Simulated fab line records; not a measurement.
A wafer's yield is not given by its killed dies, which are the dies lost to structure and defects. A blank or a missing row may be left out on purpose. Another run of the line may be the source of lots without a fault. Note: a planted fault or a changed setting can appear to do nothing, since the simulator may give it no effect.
Which tool is to blame? ; flow sky130 ; 18 wafers from 6 lots sampled at 3 of the route's 708 steps

## WHAT EACH GAUGE READ, for each wafer
SKY_NWELL_OVL_MEAS_10.
lot;measured;on;NWELL_00_OVL (nm)
L951;day 4 21:12;overlay-01;0.7 2.3 1.8
L953;day 5 05:45;overlay-02;-1.2 1.5 0.6
L956;day 6 02:12;overlay-01;2.4 -0.5 -0.2
L959;day 6 18:14;overlay-01;0.1 2.7 0.5
L965;day 8 04:09;overlay-02;- - -
L972;day 9 20:06;overlay-02;0.5 -0.9 -2.0

## TOOL THAT RAN EACH LOT (tool first, then ch and the chambers of the sampled wafers, then the start)
lot;SKY_DNWELL_STRIP_08;SKY_NWELL_EXPOSE_07
L951;plasmaAsher-04 ch 0,1, day 3 11:08;ilineStepper-02 ch 0, day 4 12:56
L953;plasmaAsher-04 ch 0, day 3 19:23;ilineStepper-02 ch 0, day 4 21:13
L956;plasmaAsher-04 ch 0,1, day 4 14:31;ilineStepper-02 ch 0, day 5 17:25
L959;plasmaAsher-02 ch 0,1, day 5 05:08;ilineStepper-02 ch 0, day 6 09:16
L965;plasmaAsher-04 ch 0,1, day 6 13:04;ilineStepper-02 ch 0, day 7 19:07
L972;plasmaAsher-01 ch 0,1, day 8 02:08;ilineStepper-01 ch 0, day 9 08:58
- SKY_DNWELL_STRIP_08: strips in O2/N2.
- SKY_NWELL_EXPOSE_07: exposes mask NWM, target cd 840 nm.

## THE ANSWER, worked out from the rows above alone
Rule: the usual values come from the lots themselves. Put in order of their means at a reading, lots are off if they are a third of the lots or fewer, leave a main group of 4 or more, and stand apart from it by a gap of 3 or more times the standard deviation of the main group's means; of several such gaps the widest counts. A main group whose means are all the same, to the digits that the tables above print for the reading, isn't used. Also off: a lot with no number at a reading for which 4 or more lots have one. The other lots that the step has rows for count as sound.
Off: at SKY_NWELL_OVL_MEAS_10 (NWELL_00_OVL), L965. Without a number there: L965. The main group: mean 0.6 nm, standard deviation 0.81.
A tool fits if, at a process step before that reading, it ran every lot that is off, and no sound lot after the first of them. The gauges at SKY_NWELL_OVL_MEAS_10 are tried like those tools. Can't be told from this: 2 tools fit, plasmaAsher-04 at SKY_DNWELL_STRIP_08, ilineStepper-02 at SKY_NWELL_EXPOSE_07.

## WHAT THE SIMULATOR PUT IN
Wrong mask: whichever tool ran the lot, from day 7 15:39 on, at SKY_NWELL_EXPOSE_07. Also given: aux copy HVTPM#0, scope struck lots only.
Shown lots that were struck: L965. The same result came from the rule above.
